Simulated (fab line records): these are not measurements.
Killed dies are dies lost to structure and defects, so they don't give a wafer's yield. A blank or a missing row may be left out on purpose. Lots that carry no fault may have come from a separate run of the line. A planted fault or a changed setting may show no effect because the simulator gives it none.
A struck lot beside a sound one	flow sky130	15 out of 708 route steps
Sound: the wafers L647.3, L647.4, L647.5. Struck: wafers L651.1, L651.2, L651.5. At the end, the cause is stated.
For every step that has rows: the tool of each side, followed by ch and its chambers, followed by its first start. Under that, the readings that differ: sound wafers	struck wafers	difference of the means	sigmas: that difference in standard deviations of wafers without a fault.
alike: words and numbers the same on both sides, and readings whose means are apart by under 2 such deviations; not compared: readings that were withheld, readings missing a value for some wafer, numbers with overlapping values and no deviation given by the record, and bounds like >300 which may hide the same value.
A row with sigmas, a row that says differs or no value, or rows on one side alone: a step with any of these is where the two part. Numbers that have no deviation but don't overlap get no sigmas and don't part them. A reading that every wafer of one side lacks parts them only if that side has two wafers or more.

first, 8 steps without rows for these wafers: SKY_POLY_GATE_DEHYDRATE_05 (time 60 s); SKY_POLY_GATE_HMDS_06 (prime time 60 s); SKY_POLY_GATE_COAT_07 (resist thk 110 nm); SKY_POLY_GATE_COAT_08 (resist thk 450 nm); SKY_POLY_GATE_SOFTBAKE_09 (time 90 s); SKY_POLY_GATE_EXPOSE_10 (exposes mask P1M, target cd 150 nm); SKY_POLY_GATE_PEB_11; SKY_POLY_GATE_DEVELOP_12 (develop time 60 s).
SKY_POLY_GATE_CD_MEAS_13 targets a cd of 150 nm.
  struck on cd_sem-01, day 19 12:14; sound on cd_sem-02, day 18 05:37
reading	sound	struck	difference	sigmas
cd_nm (nm)	151.8 152.0 151.5	148.5 148.8 149.2	-2.9	-3
SKY_POLY_GATE_OVL_MEAS_14:
  struck on overlay-02, day 19 12:21; sound on overlay-01, day 18 05:43
  alike: POLY_GATE_OVL
SKY_POLY_GATE_ETCH_15: etches BARC in N2/H2, stops on SiO2, time 118.5 s, target depth 110 nm.
  sound on rie_diel-04 ch 0,1, day 18 05:44; struck on rie_diel-01 ch 0,1,3, day 19 12:23
  alike: drypump_motor_current_A, oes_product_au, run_length_s, throttle_valve_pct
  not compared: rf_hours_counter_h
SKY_POLY_GATE_ETCH_16: etches Si3N4 in CH3F/O2, stops on poly-Si, time 147.5 s, target depth 75 nm.
  sound on rie_diel-04 ch 0,1, day 18 05:49; struck on rie_diel-01 ch 0,1,3, day 19 12:28
  alike: drypump_motor_current_A, oes_product_au, run_length_s, throttle_valve_pct
  not compared: rf_hours_counter_h
SKY_POLY_GATE_ETCH_17: etches poly-Si in HBr/Cl2, stops on SiO2, target depth 180 nm, time 70.5 s.
  sound on rie_si-01 ch 1,2,3, day 18 05:55; struck on rie_si-01 ch 0,1,3, day 19 12:34
reading	sound	struck	difference	sigmas
run_length_s (s)	98.0 99.3 98.8	101.2 101.4 101.6	+2.7	+5
model.POLY_GATE.feature_depth_nm (nm)	176 176.7 178.2	180.6 181.3 181.7	+4.2	
model.etch.depth_nm (nm)	176 176.7 178.2	180.6 181.3 181.7	+4.2	
model.SiO2_of_SONOS_ONO_CVD_04.thk_nm (nm)	4.165 4.302 4.256	4.127 3.957 4.035	-0.201	
  alike: drypump_motor_current_A, oes_product_au, throttle_valve_pct
  not compared: rf_hours_counter_h
SKY_POLY_GATE_STRIP_18: strips in O2/N2.
  sound on plasma_asher-03 ch 0,1, day 18 06:01; struck on plasma_asher-01 ch 0,1, day 19 12:37
  alike: drypump_motor_current_A, oes_product_au, strip_time_to_endpoint_s
  not compared: rf_hours_counter_h
-- a jump in the record: the struck wafers' starts before and after are 28 days apart (it breaks off in module POLY_GATE and resumes in module PAD_OPEN, where the first step shown is number 708 of the route) --
SKY_PAD_OPEN_PROBE_99:
  record: rows for the struck wafers here (prober-01, day 47 21:30), none for the sound ones

WHERE THEY PART
Earliest at SKY_POLY_GATE_CD_MEAS_13; latest, in this record, at SKY_PAD_OPEN_PROBE_99.

WHY: what had been put in by the simulator
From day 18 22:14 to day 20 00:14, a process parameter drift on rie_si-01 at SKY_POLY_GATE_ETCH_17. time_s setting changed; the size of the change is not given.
